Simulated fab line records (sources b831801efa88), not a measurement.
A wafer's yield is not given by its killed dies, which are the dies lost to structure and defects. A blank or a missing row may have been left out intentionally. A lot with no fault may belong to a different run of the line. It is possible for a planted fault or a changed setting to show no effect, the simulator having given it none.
fab line records / flow gf180mcu
record: lots: 5 wafers: 15 last-day: 34
route steps=602 shown V2@385
lots with no fault: from the same line, run without faults
start-h: start of the lot's first displayed wafer, in hours after the record's first day / wait-h: time in hours since the lot's previous step / " as in the row above / L1.1+2: a row that stands for several wafers / - no value present, or no start provided / * or withheld: withheld / < > ~ a bound
route shown NAME@n: names a module that has steps shown in the file, with the first one's number in the route / usual: mean/standard deviation taken from wafers without a fault / same: alike in all rows / chamber/n: place in a boat / sites: the reading at each site / _std_site: the values' standard deviation / _edge_site: the outer-site mean with the inner-site mean subtracted / radius-mm: for every site, how far away it sits from the centre of the wafer / mask NAME#n: copy n / behind: the most recent tool/chamber to have shaped the wafer / hold: why the lot went on hold/how many hours it stayed there/how the hold came to an end / device: which transistor (n, p or np) failed to switch / end of line: the route-end tests of the same wafers / where a step has no rows: the recipe by itself / killed: not the wafer's yield, but the dies lost to structure and defects at the first sort / map: a wafer's dies, marking killed ones x, the rest . and places with no die _
set.NAME: the setting as run; set.NAME@STEP: as run at that earlier step / model.NAME: the simulator's own value behind a step, which no gauge read
lots at some steps of the route; a table a step, a row a wafer
services: from which hour (start-h, from the record's first day; less than 0 if before it) a tool's chamber was out of use, for how many hours, and why
== steps ==
step: GF_V2_THK_MEAS_03
recipe: reads: SiO2_of_V2_CVD_02
usual: V2_CVD_02_THK: 856/12
lot.wafer=L076.1 tool=film-metro-04 chamber=- start-h=455.09 wait-h=0.0 V2_CVD_02_THK[nm]=864
lot.wafer=L076.3 tool=film-metro-04 chamber=- start-h=455.09 wait-h=0.0 V2_CVD_02_THK[nm]=858
lot.wafer=L076.4 tool=film-metro-04 chamber=- start-h=455.09 wait-h=0.0 V2_CVD_02_THK[nm]=860
lot.wafer=L081.3 tool=film-metro-02 chamber=- start-h=503.79 wait-h=0.1 V2_CVD_02_THK[nm]=858
lot.wafer=L081.5 tool=film-metro-02 chamber=- start-h=503.79 wait-h=0.1 V2_CVD_02_THK[nm]=860
lot.wafer=L081.6 tool=film-metro-02 chamber=- start-h=503.79 wait-h=0.1 V2_CVD_02_THK[nm]=876
lot.wafer=L084.1 tool=film-metro-02 chamber=- start-h=530.78 wait-h=0.0 V2_CVD_02_THK[nm]=853
lot.wafer=L084.2 tool=film-metro-02 chamber=- start-h=530.78 wait-h=0.0 V2_CVD_02_THK[nm]=847
lot.wafer=L084.4 tool=film-metro-02 chamber=- start-h=530.78 wait-h=0.0 V2_CVD_02_THK[nm]=862
lot.wafer=L085.4 tool=film-metro-04 chamber=- start-h=537.82 wait-h=0.0 V2_CVD_02_THK[nm]=847
lot.wafer=L085.5 tool=film-metro-04 chamber=- start-h=537.82 wait-h=0.0 V2_CVD_02_THK[nm]=859
lot.wafer=L085.6 tool=film-metro-04 chamber=- start-h=537.82 wait-h=0.0 V2_CVD_02_THK[nm]=843
lot.wafer=L096.1 tool=film-metro-02 chamber=- start-h=619.63 wait-h=0.0 V2_CVD_02_THK[nm]=849
lot.wafer=L096.2 tool=film-metro-02 chamber=- start-h=619.63 wait-h=0.0 V2_CVD_02_THK[nm]=836
lot.wafer=L096.5 tool=film-metro-02 chamber=- start-h=619.63 wait-h=0.0 V2_CVD_02_THK[nm]=863
step: GF_V2_CMP_04
recipe: material: SiO2 down-force-psi: 4 platen-rpm: 60 pad-velocity-m-s: 0.94248
usual: motor-current-A: 12.7/1.1 slurry-filter-dp-kPa: 13.50/0.13 time-to-endpoint-s: 81/5.8
lot.wafer=L076.1 tool=cmp-02 chamber=1 start-h=455.15 wait-h=0.1 motor-current-A=14.3 slurry-filter-dp-kPa=13.44 time-to-endpoint-s=86
lot.wafer=L076.4 tool=cmp-02 chamber=3 start-h=455.15 wait-h=0.1 motor-current-A=12.8 slurry-filter-dp-kPa=13.39 time-to-endpoint-s=85
lot.wafer=L076.3 tool=cmp-02 chamber=0 start-h=455.15 wait-h=0.1 motor-current-A=12.0 slurry-filter-dp-kPa=13.61 time-to-endpoint-s=77
lot.wafer=L081.3 tool=cmp-02 chamber=0 start-h=503.83 wait-h=0.0 motor-current-A=11.2 slurry-filter-dp-kPa=13.47 time-to-endpoint-s=78
lot.wafer=L081.6 tool=cmp-02 chamber=0 start-h=503.83 wait-h=0.0 motor-current-A=11.8 slurry-filter-dp-kPa=13.73 time-to-endpoint-s=85
lot.wafer=L081.5 tool=cmp-02 chamber=1 start-h=503.83 wait-h=0.0 motor-current-A=14.0 slurry-filter-dp-kPa=13.36 time-to-endpoint-s=83
lot.wafer=L084.4 tool=cmp-01 chamber=1 start-h=531.27 wait-h=0.5 motor-current-A=11.8 slurry-filter-dp-kPa=13.54 time-to-endpoint-s=79
lot.wafer=L084.2 tool=cmp-01 chamber=2 start-h=531.27 wait-h=0.5 motor-current-A=13.0 slurry-filter-dp-kPa=13.69 time-to-endpoint-s=74
lot.wafer=L084.1 tool=cmp-01 chamber=0 start-h=531.27 wait-h=0.5 motor-current-A=11.3 slurry-filter-dp-kPa=13.57 time-to-endpoint-s=79
lot.wafer=L085.4 tool=cmp-01 chamber=3 start-h=538.00 wait-h=0.2 motor-current-A=13.2 slurry-filter-dp-kPa=13.50 time-to-endpoint-s=72
lot.wafer=L085.6 tool=cmp-01 chamber=0 start-h=538.00 wait-h=0.2 motor-current-A=10.9 slurry-filter-dp-kPa=13.50 time-to-endpoint-s=73
lot.wafer=L085.5 tool=cmp-01 chamber=1 start-h=538.00 wait-h=0.2 motor-current-A=11.4 slurry-filter-dp-kPa=13.35 time-to-endpoint-s=80
lot.wafer=L096.1 tool=cmp-02 chamber=1 start-h=619.69 wait-h=0.1 motor-current-A=14.1 slurry-filter-dp-kPa=13.58 time-to-endpoint-s=80
lot.wafer=L096.2 tool=cmp-02 chamber=0 start-h=619.69 wait-h=0.1 motor-current-A=12.0 slurry-filter-dp-kPa=13.66 time-to-endpoint-s=71
lot.wafer=L096.5 tool=cmp-02 chamber=1 start-h=619.69 wait-h=0.1 motor-current-A=13.6 slurry-filter-dp-kPa=13.60 time-to-endpoint-s=83
step: GF_V2_BOW_MEAS_05
recipe: mode: bow
usual: V2_BOW: 102/8.5
lot.wafer=L076.1 tool=film-metro-04 chamber=- start-h=455.45 wait-h=0.2 V2_BOW[um]=116
lot.wafer=L076.3 tool=film-metro-04 chamber=- start-h=455.45 wait-h=0.2 V2_BOW[um]=110
lot.wafer=L076.4 tool=film-metro-04 chamber=- start-h=455.45 wait-h=0.2 V2_BOW[um]=102
lot.wafer=L081.3 tool=film-metro-02 chamber=- start-h=504.17 wait-h=0.3 V2_BOW[um]=98
lot.wafer=L081.5 tool=film-metro-02 chamber=- start-h=504.17 wait-h=0.3 V2_BOW[um]=104
lot.wafer=L081.6 tool=film-metro-02 chamber=- start-h=504.17 wait-h=0.3 V2_BOW[um]=103
lot.wafer=L084.1 tool=film-metro-02 chamber=- start-h=531.57 wait-h=0.1 V2_BOW[um]=110
lot.wafer=L084.2 tool=film-metro-02 chamber=- start-h=531.57 wait-h=0.1 V2_BOW[um]=114
lot.wafer=L084.4 tool=film-metro-02 chamber=- start-h=531.57 wait-h=0.1 V2_BOW[um]=107
lot.wafer=L085.4 tool=film-metro-04 chamber=- start-h=538.21 wait-h=0.2 V2_BOW[um]=99
lot.wafer=L085.5 tool=film-metro-04 chamber=- start-h=538.21 wait-h=0.2 V2_BOW[um]=119
lot.wafer=L085.6 tool=film-metro-04 chamber=- start-h=538.21 wait-h=0.2 V2_BOW[um]=108
lot.wafer=L096.1 tool=film-metro-04 chamber=- start-h=619.99 wait-h=0.2 V2_BOW[um]=103
lot.wafer=L096.2 tool=film-metro-04 chamber=- start-h=619.99 wait-h=0.2 V2_BOW[um]=98
lot.wafer=L096.5 tool=film-metro-04 chamber=- start-h=619.99 wait-h=0.2 V2_BOW[um]=107
step: GF_V2_DEHYDRATE_06
recipe: temp-c: 200 time-s: 60
lot.wafer=L076.1+3+4 tool=litho-track-04 chamber=0 start-h=466.82 wait-h=11.3
lot.wafer=L081.3+5+6 tool=litho-track-03 chamber=0 start-h=515.31 wait-h=11.1
lot.wafer=L084.1+2+4 tool=litho-track-01 chamber=0 start-h=541.67 wait-h=10.1
lot.wafer=L085.4+5+6 tool=litho-track-01 chamber=0 start-h=548.40 wait-h=10.2
lot.wafer=L096.1+2+5 tool=litho-track-03 chamber=0 start-h=629.96 wait-h=10.0
step: GF_V2_HMDS_07
recipe: prime-time-s: 60 prime-temp-c: 120
same: prime-time-s: 60
lot.wafer=L076.1+3+4 tool=litho-track-04 chamber=0 start-h=466.97 wait-h=0.1
lot.wafer=L081.3+5+6 tool=litho-track-03 chamber=0 start-h=515.46 wait-h=0.1
lot.wafer=L084.1+2+4 tool=litho-track-01 chamber=0 start-h=541.82 wait-h=0.1
lot.wafer=L085.4+5+6 tool=litho-track-01 chamber=0 start-h=548.55 wait-h=0.1
lot.wafer=L096.1+2+5 tool=litho-track-03 chamber=0 start-h=630.11 wait-h=0.1
step: GF_V2_COAT_08
recipe: resist: BARC temp-c: withheld time-s: withheld spin-rpm: withheld resist-thk-nm: withheld
lot.wafer=L076.1+3+4 tool=litho-track-04 chamber=0 start-h=467.12 wait-h=0.1
lot.wafer=L081.3+5+6 tool=litho-track-03 chamber=0 start-h=515.61 wait-h=0.1
lot.wafer=L084.1+2+4 tool=litho-track-01 chamber=0 start-h=541.97 wait-h=0.1
lot.wafer=L085.4+5+6 tool=litho-track-01 chamber=0 start-h=548.70 wait-h=0.1
lot.wafer=L096.1+2+5 tool=litho-track-03 chamber=0 start-h=630.26 wait-h=0.1
step: GF_V2_COAT_09
recipe: resist: KrF spin-rpm: withheld resist-thk-nm: 1000
lot.wafer=L076.1+3+4 tool=litho-track-04 chamber=0 start-h=- wait-h=-
lot.wafer=L081.3+5+6 tool=litho-track-03 chamber=0 start-h=- wait-h=-
lot.wafer=L084.1+2+4 tool=litho-track-01 chamber=0 start-h=- wait-h=-
lot.wafer=L085.4+5+6 tool=litho-track-01 chamber=0 start-h=- wait-h=-
lot.wafer=L096.1+2+5 tool=litho-track-03 chamber=0 start-h=- wait-h=-
step: GF_V2_SOFTBAKE_10
recipe: temp-c: 130 time-s: 57.8 resist: KrF
lot.wafer=L076.1+3+4 tool=litho-track-04 chamber=0 start-h=- wait-h=-
lot.wafer=L081.3+5+6 tool=litho-track-03 chamber=0 start-h=- wait-h=-
lot.wafer=L084.1+2+4 tool=litho-track-01 chamber=0 start-h=- wait-h=-
lot.wafer=L085.4+5+6 tool=litho-track-01 chamber=0 start-h=- wait-h=-
lot.wafer=L096.1+2+5 tool=litho-track-03 chamber=0 start-h=- wait-h=-
step: GF_V2_EXPOSE_11
recipe: mask-id: Via2 target-cd-nm: 260 na: 0.68 source-shape: conventional sigma-outer: 0.6 dose-mj: 38
lot.wafer=L076.1+3+4 tool=krf-scanner-01 chamber=0 start-h=- wait-h=- mask=Via2#0
lot.wafer=L081.3+5+6 tool=krf-scanner-01 chamber=0 start-h=- wait-h=- mask=Via2#0
lot.wafer=L084.1+2+4 tool=krf-scanner-01 chamber=0 start-h=- wait-h=- mask=Via2#0
lot.wafer=L085.4+5+6 tool=krf-scanner-02 chamber=0 start-h=- wait-h=- mask=Via2#0
lot.wafer=L096.1+2+5 tool=krf-scanner-01 chamber=0 start-h=- wait-h=- mask=Via2#0
step: GF_V2_PEB_12
recipe: peb-temp-c: 135 peb-time-s: 90 resist: KrF
lot.wafer=L076.1+3+4 tool=litho-track-03 chamber=0 start-h=- wait-h=-
lot.wafer=L081.3+5+6 tool=litho-track-01 chamber=0 start-h=- wait-h=-
lot.wafer=L084.1+2+4 tool=litho-track-03 chamber=0 start-h=- wait-h=-
lot.wafer=L085.4+5+6 tool=litho-track-04 chamber=0 start-h=- wait-h=-
lot.wafer=L096.1+2+5 tool=litho-track-04 chamber=0 start-h=- wait-h=-
step: GF_V2_DEVELOP_13
recipe: develop-time-s: 60 resist: KrF dev-temp-c: 21
lot.wafer=L076.1+3+4 tool=litho-track-03 chamber=0 start-h=479.71 wait-h=0.2
lot.wafer=L081.3+5+6 tool=litho-track-01 chamber=0 start-h=527.72 wait-h=0.1
lot.wafer=L084.1+2+4 tool=litho-track-03 chamber=0 start-h=554.06 wait-h=0.2
lot.wafer=L085.4+5+6 tool=litho-track-04 chamber=0 start-h=559.70 wait-h=0.1
lot.wafer=L096.1+2+5 tool=litho-track-04 chamber=0 start-h=640.17 wait-h=0.2
step: GF_V2_CD_MEAS_14
recipe: target-cd-nm: 260
usual: cd-nm: 260.1/1.1
lot.wafer=L076.1 tool=cd-sem-01 chamber=- start-h=479.86 wait-h=0.1 cd-nm=260.4
lot.wafer=L076.3 tool=cd-sem-01 chamber=- start-h=479.86 wait-h=0.1 cd-nm=259.6
lot.wafer=L076.4 tool=cd-sem-01 chamber=- start-h=479.86 wait-h=0.1 cd-nm=261.1
lot.wafer=L081.3 tool=cd-sem-02 chamber=- start-h=527.86 wait-h=0.1 cd-nm=259.9
lot.wafer=L081.5 tool=cd-sem-02 chamber=- start-h=527.86 wait-h=0.1 cd-nm=262.0
lot.wafer=L081.6 tool=cd-sem-02 chamber=- start-h=527.86 wait-h=0.1 cd-nm=260.0
lot.wafer=L084.1 tool=cd-sem-02 chamber=- start-h=554.21 wait-h=0.1 cd-nm=262.0
lot.wafer=L084.2 tool=cd-sem-02 chamber=- start-h=554.21 wait-h=0.1 cd-nm=261.0
lot.wafer=L084.4 tool=cd-sem-02 chamber=- start-h=554.21 wait-h=0.1 cd-nm=261.3
lot.wafer=L085.4 tool=cd-sem-02 chamber=- start-h=559.83 wait-h=0.1 cd-nm=259.8
lot.wafer=L085.5 tool=cd-sem-02 chamber=- start-h=559.83 wait-h=0.1 cd-nm=259.9
lot.wafer=L085.6 tool=cd-sem-02 chamber=- start-h=559.83 wait-h=0.1 cd-nm=259.0
lot.wafer=L096.1 tool=cd-sem-01 chamber=- start-h=640.32 wait-h=0.1 cd-nm=260.4
lot.wafer=L096.2 tool=cd-sem-01 chamber=- start-h=640.32 wait-h=0.1 cd-nm=260.6
lot.wafer=L096.5 tool=cd-sem-01 chamber=- start-h=640.32 wait-h=0.1 cd-nm=261.9
step: GF_V2_OVL_MEAS_15
usual: V2_OVL: 0/5.8
lot.wafer=L076.1 tool=overlay-02 chamber=- start-h=479.98 wait-h=0.1 V2_OVL[nm]=2
lot.wafer=L076.3 tool=overlay-02 chamber=- start-h=479.98 wait-h=0.1 V2_OVL[nm]=-1
lot.wafer=L076.4 tool=overlay-02 chamber=- start-h=479.98 wait-h=0.1 V2_OVL[nm]=-1
lot.wafer=L081.3 tool=overlay-02 chamber=- start-h=527.95 wait-h=0.1 V2_OVL[nm]=9
lot.wafer=L081.5 tool=overlay-02 chamber=- start-h=527.95 wait-h=0.1 V2_OVL[nm]=9
lot.wafer=L081.6 tool=overlay-02 chamber=- start-h=527.95 wait-h=0.1 V2_OVL[nm]=0
lot.wafer=L084.1 tool=overlay-02 chamber=- start-h=554.33 wait-h=0.1 V2_OVL[nm]=-9
lot.wafer=L084.2 tool=overlay-02 chamber=- start-h=554.33 wait-h=0.1 V2_OVL[nm]=-2
lot.wafer=L084.4 tool=overlay-02 chamber=- start-h=554.33 wait-h=0.1 V2_OVL[nm]=0
lot.wafer=L085.4 tool=overlay-01 chamber=- start-h=559.91 wait-h=0.1 V2_OVL[nm]=-7
lot.wafer=L085.5 tool=overlay-01 chamber=- start-h=559.91 wait-h=0.1 V2_OVL[nm]=-7
lot.wafer=L085.6 tool=overlay-01 chamber=- start-h=559.91 wait-h=0.1 V2_OVL[nm]=5
lot.wafer=L096.1 tool=overlay-01 chamber=- start-h=640.44 wait-h=0.1 V2_OVL[nm]=-1
lot.wafer=L096.2 tool=overlay-01 chamber=- start-h=640.44 wait-h=0.1 V2_OVL[nm]=-7
lot.wafer=L096.5 tool=overlay-01 chamber=- start-h=640.44 wait-h=0.1 V2_OVL[nm]=-11
step: GF_V2_ETCH_16
recipe: chemistry: N2/H2 target-depth-a: withheld overetch-a: withheld time-s: withheld target: BARC ion-energy-ev: 200 source-w: 500 bias-w: 100 pressure-mtorr: 30 n2-flow-sccm: 100 h2-flow-sccm: 200
usual: drypump-motor-current-A: 5.7/0.44 oes-product-au: 0.856/0.0048 throttle-valve-pct: 13.224/0.0092
lot.wafer=L076.1 tool=rie-diel-04 chamber=2 start-h=480.02 wait-h=0.0 drypump-motor-current-A=5.1 oes-product-au=0.855 throttle-valve-pct=13.215
lot.wafer=L076.3 tool=rie-diel-04 chamber=1 start-h=480.02 wait-h=0.0 drypump-motor-current-A=5.8 oes-product-au=0.852 throttle-valve-pct=13.210
lot.wafer=L076.4 tool=rie-diel-04 chamber=3 start-h=480.02 wait-h=0.0 drypump-motor-current-A=5.1 oes-product-au=0.856 throttle-valve-pct=13.212
lot.wafer=L081.3 tool=rie-diel-02 chamber=1 start-h=527.98 wait-h=0.0 drypump-motor-current-A=6.7 oes-product-au=0.856 throttle-valve-pct=13.216
lot.wafer=L081.5 tool=rie-diel-02 chamber=1 start-h=527.98 wait-h=0.0 drypump-motor-current-A=6.7 oes-product-au=0.854 throttle-valve-pct=13.221
lot.wafer=L081.6 tool=rie-diel-02 chamber=3 start-h=527.98 wait-h=0.0 drypump-motor-current-A=6.0 oes-product-au=0.854 throttle-valve-pct=13.225
lot.wafer=L084.1 tool=rie-diel-04 chamber=3 start-h=554.37 wait-h=0.0 drypump-motor-current-A=5.1 oes-product-au=0.845 throttle-valve-pct=13.226
lot.wafer=L084.2 tool=rie-diel-04 chamber=2 start-h=554.37 wait-h=0.0 drypump-motor-current-A=5.1 oes-product-au=0.854 throttle-valve-pct=13.215
lot.wafer=L084.4 tool=rie-diel-04 chamber=0 start-h=554.37 wait-h=0.0 drypump-motor-current-A=5.3 oes-product-au=0.855 throttle-valve-pct=13.227
lot.wafer=L085.4 tool=rie-diel-04 chamber=2 start-h=559.93 wait-h=0.0 drypump-motor-current-A=5.1 oes-product-au=0.862 throttle-valve-pct=13.224
lot.wafer=L085.5 tool=rie-diel-04 chamber=2 start-h=559.93 wait-h=0.0 drypump-motor-current-A=5.1 oes-product-au=0.865 throttle-valve-pct=13.224
lot.wafer=L085.6 tool=rie-diel-04 chamber=1 start-h=559.93 wait-h=0.0 drypump-motor-current-A=5.8 oes-product-au=0.854 throttle-valve-pct=13.223
lot.wafer=L096.1 tool=rie-diel-04 chamber=1 start-h=640.48 wait-h=0.0 drypump-motor-current-A=5.8 oes-product-au=0.861 throttle-valve-pct=13.227
lot.wafer=L096.2 tool=rie-diel-04 chamber=3 start-h=640.48 wait-h=0.0 drypump-motor-current-A=5.1 oes-product-au=0.856 throttle-valve-pct=13.225
lot.wafer=L096.5 tool=rie-diel-04 chamber=1 start-h=640.48 wait-h=0.0 drypump-motor-current-A=5.8 oes-product-au=0.849 throttle-valve-pct=13.226
step: GF_V2_ETCH_17
recipe: chemistry: C4F8/O2/Ar mask-material: KrF target: SiO2 stop-on: TiN source-w: 1500 bias-w: 1200 pressure-mtorr: 40 c4f8-flow-sccm: withheld O2_flow_sccm: 6 Ar_flow_sccm: 300 time-s: withheld target-depth-a: 6300
usual: oes-product-au: 0.855/0.0043
lot.wafer=L076.1 tool=rie-diel-04 chamber=2 start-h=- wait-h=- oes-product-au=0.859
lot.wafer=L076.3 tool=rie-diel-04 chamber=1 start-h=- wait-h=- oes-product-au=0.852
lot.wafer=L076.4 tool=rie-diel-04 chamber=3 start-h=- wait-h=- oes-product-au=0.856
lot.wafer=L081.3 tool=rie-diel-02 chamber=1 start-h=- wait-h=- oes-product-au=0.854
lot.wafer=L081.5 tool=rie-diel-02 chamber=1 start-h=- wait-h=- oes-product-au=0.854
lot.wafer=L081.6 tool=rie-diel-02 chamber=3 start-h=- wait-h=- oes-product-au=0.855
lot.wafer=L084.1 tool=rie-diel-04 chamber=3 start-h=- wait-h=- oes-product-au=0.856
lot.wafer=L084.2 tool=rie-diel-04 chamber=2 start-h=- wait-h=- oes-product-au=0.855
lot.wafer=L084.4 tool=rie-diel-04 chamber=0 start-h=- wait-h=- oes-product-au=0.844
lot.wafer=L085.4 tool=rie-diel-04 chamber=2 start-h=- wait-h=- oes-product-au=0.859
lot.wafer=L085.5 tool=rie-diel-04 chamber=2 start-h=- wait-h=- oes-product-au=0.857
lot.wafer=L085.6 tool=rie-diel-04 chamber=1 start-h=- wait-h=- oes-product-au=0.856
lot.wafer=L096.1 tool=rie-diel-04 chamber=1 start-h=- wait-h=- oes-product-au=0.861
lot.wafer=L096.2 tool=rie-diel-04 chamber=3 start-h=- wait-h=- oes-product-au=0.859
lot.wafer=L096.5 tool=rie-diel-04 chamber=1 start-h=- wait-h=- oes-product-au=0.855
step: GF_V2_STRIP_18
recipe: chemistry: O2/N2 power-w: 1400 pressure-mtorr: 1500 platen-temp-c: 250 o2-flow-sccm: 3000 n2-flow-sccm: 300 overash-fraction: 0.5
usual: drypump-motor-current-A: 5.9/0.46 heater-power-w: 323/22 oes-product-au: 0.594/0.0046
lot.wafer=L076.1 tool=plasma-asher-04 chamber=1 start-h=480.15 wait-h=- drypump-motor-current-A=5.1 heater-power-w=325 oes-product-au=0.603 rf-hours-counter-h=6
lot.wafer=L076.3 tool=plasma-asher-04 chamber=0 start-h=480.15 wait-h=- drypump-motor-current-A=5.6 heater-power-w=334 oes-product-au=0.588 rf-hours-counter-h=-
lot.wafer=L076.4 tool=plasma-asher-04 chamber=1 start-h=480.15 wait-h=- drypump-motor-current-A=5.0 heater-power-w=323 oes-product-au=0.588 rf-hours-counter-h=-
lot.wafer=L081.3 tool=plasma-asher-03 chamber=1 start-h=528.14 wait-h=- drypump-motor-current-A=6.0 heater-power-w=345 oes-product-au=0.593 rf-hours-counter-h=-
lot.wafer=L081.5 tool=plasma-asher-03 chamber=1 start-h=528.14 wait-h=- drypump-motor-current-A=6.0 heater-power-w=349 oes-product-au=0.600 rf-hours-counter-h=-
lot.wafer=L081.6 tool=plasma-asher-03 chamber=0 start-h=528.14 wait-h=- drypump-motor-current-A=6.3 heater-power-w=290 oes-product-au=0.603 rf-hours-counter-h=-
lot.wafer=L084.1 tool=plasma-asher-04 chamber=1 start-h=554.50 wait-h=- drypump-motor-current-A=5.1 heater-power-w=325 oes-product-au=0.586 rf-hours-counter-h=14
lot.wafer=L084.2 tool=plasma-asher-04 chamber=0 start-h=554.50 wait-h=- drypump-motor-current-A=5.6 heater-power-w=330 oes-product-au=0.591 rf-hours-counter-h=14
lot.wafer=L084.4 tool=plasma-asher-04 chamber=0 start-h=554.50 wait-h=- drypump-motor-current-A=5.6 heater-power-w=329 oes-product-au=0.593 rf-hours-counter-h=-
lot.wafer=L085.4 tool=plasma-asher-04 chamber=0 start-h=560.09 wait-h=- drypump-motor-current-A=5.6 heater-power-w=334 oes-product-au=0.592 rf-hours-counter-h=-
lot.wafer=L085.5 tool=plasma-asher-04 chamber=1 start-h=560.09 wait-h=- drypump-motor-current-A=5.0 heater-power-w=324 oes-product-au=0.590 rf-hours-counter-h=-
lot.wafer=L085.6 tool=plasma-asher-04 chamber=0 start-h=560.09 wait-h=- drypump-motor-current-A=5.6 heater-power-w=326 oes-product-au=0.589 rf-hours-counter-h=-
lot.wafer=L096.1 tool=plasma-asher-03 chamber=1 start-h=640.61 wait-h=- drypump-motor-current-A=6.0 heater-power-w=355 oes-product-au=0.590 rf-hours-counter-h=86
lot.wafer=L096.2 tool=plasma-asher-03 chamber=0 start-h=640.61 wait-h=- drypump-motor-current-A=6.3 heater-power-w=301 oes-product-au=0.586 rf-hours-counter-h=86
lot.wafer=L096.5 tool=plasma-asher-03 chamber=0 start-h=640.61 wait-h=- drypump-motor-current-A=6.3 heater-power-w=298 oes-product-au=0.587 rf-hours-counter-h=-
step: GF_V2_STRIP_19
recipe: chemistry: post-etch-residue-remover time-s: 1200 temp-c: 72.5
lot.wafer=L076.1+3+4 tool=wet-bench-03 chamber=3 start-h=480.25 wait-h=0.1
lot.wafer=L081.3+5+6 tool=wet-bench-03 chamber=1 start-h=528.21 wait-h=0.0
lot.wafer=L084.1+2+4 tool=wet-bench-02 chamber=3 start-h=554.60 wait-h=0.1
lot.wafer=L085.4+5+6 tool=wet-bench-03 chamber=1 start-h=560.16 wait-h=0.0
lot.wafer=L096.1+2+5 tool=wet-bench-03 chamber=1 start-h=640.71 wait-h=0.1
step: GF_V2_CLEAN_20
recipe: chemistry: DIW dry: n2-spin
lot.wafer=L076.1+3+4 tool=wet-bench-02 chamber=0 start-h=480.59 wait-h=0.0
lot.wafer=L081.3+5+6 tool=wet-bench-01 chamber=2 start-h=528.55 wait-h=0.0
lot.wafer=L084.1+2+4 tool=wet-bench-03 chamber=0 start-h=554.94 wait-h=0.0
lot.wafer=L085.4+5+6 tool=wet-bench-01 chamber=3 start-h=560.50 wait-h=0.0
lot.wafer=L096.1+2+5 tool=wet-bench-02 chamber=2 start-h=641.05 wait-h=0.0
step: GF_V2_SPUTTER_21
recipe: material: Ti target-thk-nm: 15 chamber-pressure-pa: 5 power-w: 2500 substrate-temp-c: 200 time-s: 80.02
usual: substrate-temp-c: 199.99/0.16 throttle-valve-pct: 30.1/1
lot.wafer=L076.1 tool=pvd-sputter-03 chamber=- start-h=480.68 wait-h=0.0 substrate-temp-c=199.76 throttle-valve-pct=30.3
lot.wafer=L076.3 tool=pvd-sputter-03 chamber=- start-h=480.68 wait-h=0.0 substrate-temp-c=199.89 throttle-valve-pct=30.2
lot.wafer=L076.4 tool=pvd-sputter-03 chamber=- start-h=480.68 wait-h=0.0 substrate-temp-c=200.25 throttle-valve-pct=29.7
lot.wafer=L081.3 tool=pvd-sputter-03 chamber=- start-h=528.64 wait-h=0.0 substrate-temp-c=199.93 throttle-valve-pct=30.6
lot.wafer=L081.5 tool=pvd-sputter-03 chamber=- start-h=528.64 wait-h=0.0 substrate-temp-c=200.18 throttle-valve-pct=30.5
lot.wafer=L081.6 tool=pvd-sputter-03 chamber=- start-h=528.64 wait-h=0.0 substrate-temp-c=199.89 throttle-valve-pct=29.7
lot.wafer=L084.1 tool=pvd-sputter-03 chamber=- start-h=555.03 wait-h=0.0 substrate-temp-c=199.73 throttle-valve-pct=29.4
lot.wafer=L084.2 tool=pvd-sputter-03 chamber=- start-h=555.03 wait-h=0.0 substrate-temp-c=200.06 throttle-valve-pct=30.0
lot.wafer=L084.4 tool=pvd-sputter-03 chamber=- start-h=555.03 wait-h=0.0 substrate-temp-c=200.08 throttle-valve-pct=30.4
lot.wafer=L085.4 tool=pvd-sputter-03 chamber=- start-h=560.60 wait-h=0.0 substrate-temp-c=200.18 throttle-valve-pct=30.2
lot.wafer=L085.5 tool=pvd-sputter-03 chamber=- start-h=560.60 wait-h=0.0 substrate-temp-c=200.28 throttle-valve-pct=30.1
lot.wafer=L085.6 tool=pvd-sputter-03 chamber=- start-h=560.60 wait-h=0.0 substrate-temp-c=199.94 throttle-valve-pct=30.6
lot.wafer=L096.1 tool=pvd-sputter-04 chamber=- start-h=641.14 wait-h=0.0 substrate-temp-c=199.80 throttle-valve-pct=30.4
lot.wafer=L096.2 tool=pvd-sputter-04 chamber=- start-h=641.14 wait-h=0.0 substrate-temp-c=200.14 throttle-valve-pct=29.8
lot.wafer=L096.5 tool=pvd-sputter-04 chamber=- start-h=641.14 wait-h=0.0 substrate-temp-c=200.04 throttle-valve-pct=31.5
== services ==
tool=wet-bench-03 chamber=- start-h=432.20 hours=1.6 kind=repair
tool=krf-scanner-01 chamber=- start-h=435.33 hours=0.5 kind=repair
tool=cmp-01 chamber=- start-h=451.12 hours=1.4 kind=repair
tool=krf-scanner-01 chamber=- start-h=459.89 hours=1.3 kind=pm
tool=plasma-asher-03 chamber=- start-h=475.67 hours=7.3 kind=repair
tool=plasma-asher-03 chamber=- start-h=483.94 hours=6.2 kind=repair
tool=krf-scanner-01 chamber=- start-h=485.43 hours=0.8 kind=pm
tool=plasma-asher-03 chamber=- start-h=487.10 hours=3.1 kind=repair
tool=cmp-01 chamber=- start-h=491.79 hours=2.1 kind=repair
tool=krf-scanner-01 chamber=- start-h=496.67 hours=0.5 kind=repair
tool=cmp-01 chamber=- start-h=500.02 hours=3.5 kind=pm
tool=plasma-asher-03 chamber=- start-h=502.02 hours=1.8 kind=repair
tool=rie-diel-02 chamber=3 start-h=503.04 hours=10.5 kind=repair
tool=plasma-asher-04 chamber=- start-h=509.32 hours=0.7 kind=repair
tool=rie-diel-02 chamber=2 start-h=513.09 hours=15.1 kind=repair
tool=cmp-02 chamber=- start-h=513.63 hours=0.5 kind=repair
tool=krf-scanner-01 chamber=- start-h=538.30 hours=1.0 kind=pm
tool=wet-bench-02 chamber=- start-h=542.09 hours=3.9 kind=repair
tool=krf-scanner-01 chamber=- start-h=546.54 hours=3.6 kind=pm
tool=cmp-02 chamber=- start-h=572.14 hours=4.0 kind=pm
tool=plasma-asher-04 chamber=- start-h=591.06 hours=1.5 kind=repair
tool=cmp-02 chamber=- start-h=623.56 hours=4.3 kind=repair
tool=rie-diel-04 chamber=3 start-h=631.83 hours=5.0 kind=repair
tool=krf-scanner-01 chamber=- start-h=635.90 hours=1.3 kind=pm
== key ==
fault none
